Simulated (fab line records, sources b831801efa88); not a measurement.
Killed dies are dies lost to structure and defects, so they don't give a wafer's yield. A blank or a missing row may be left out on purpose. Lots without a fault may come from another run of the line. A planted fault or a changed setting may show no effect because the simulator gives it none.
Which tool did it? | flow sky130 | 12 lots, 34 wafers sampled, at 1 step of a route of 708

WHAT THE GAUGES READ, wafer by wafer
SKY_LI_CONTACT_THK_MEAS_23: measures by xrf.
lot  | measured     | on            | LI_CONTACT_W_THK (nm)
L475 | day 30 19:06 | film_metro-02 | 379 377 378
L482 | day 31 22:32 | film_metro-03 | 396 377
L485 | day 31 23:47 | film_metro-04 | 396 394
L488 | day 32 01:55 | film_metro-04 | 391 392 404
L487 | day 32 04:27 | film_metro-04 | 386 387 386
L489 | day 37 11:20 | film_metro-04 | 388 395 396
L490 | day 38 00:02 | film_metro-02 | 376 378 374
L492 | day 38 03:53 | film_metro-03 | 386 393 390
L495 | day 38 04:37 | film_metro-03 | 387 385 385
L491 | day 38 07:56 | film_metro-04 | 390 392 390
L498 | day 38 09:11 | film_metro-03 | 387 390 390
L497 | day 38 11:25 | film_metro-04 | 387 388 394

WHICH TOOL RAN EACH LOT (tool, then ch and the chambers of the sampled wafers, then the start)
The record holds no process step before these readings.

WHAT THE TOOLS THEMSELVES READ (means of the sampled wafers that have a number; where no wafer has one, the mark that the record gives instead)
The record holds no such reading with a usual standard deviation.

THE ANSWER, worked out from the rows above alone
Rule: what is usual is taken from the lots themselves. Put in order of their means at a reading, lots are off if they are a third of the lots or fewer, leave a main group of 4 or more, and stand apart from it by a gap of 3 or more times the standard deviation of the main group's means; of several such gaps the widest counts. A main group whose means are all the same, to the digits that the tables above print for the reading, isn't used. A lot without any number at a reading at which 4 lots or more have one is off too. The other lots that the step has rows for count as sound. The gauges are gone through in route order, then the tools' own readings, and for those a lot's mean is taken as printed above. The first step at which some lot is off is used, and at that step the reading that is off furthest; a lot without a number counts as furthest.
No lot is off at any reading shown: from this, nothing can be told.

WHAT THE SIMULATOR HAD PUT IN
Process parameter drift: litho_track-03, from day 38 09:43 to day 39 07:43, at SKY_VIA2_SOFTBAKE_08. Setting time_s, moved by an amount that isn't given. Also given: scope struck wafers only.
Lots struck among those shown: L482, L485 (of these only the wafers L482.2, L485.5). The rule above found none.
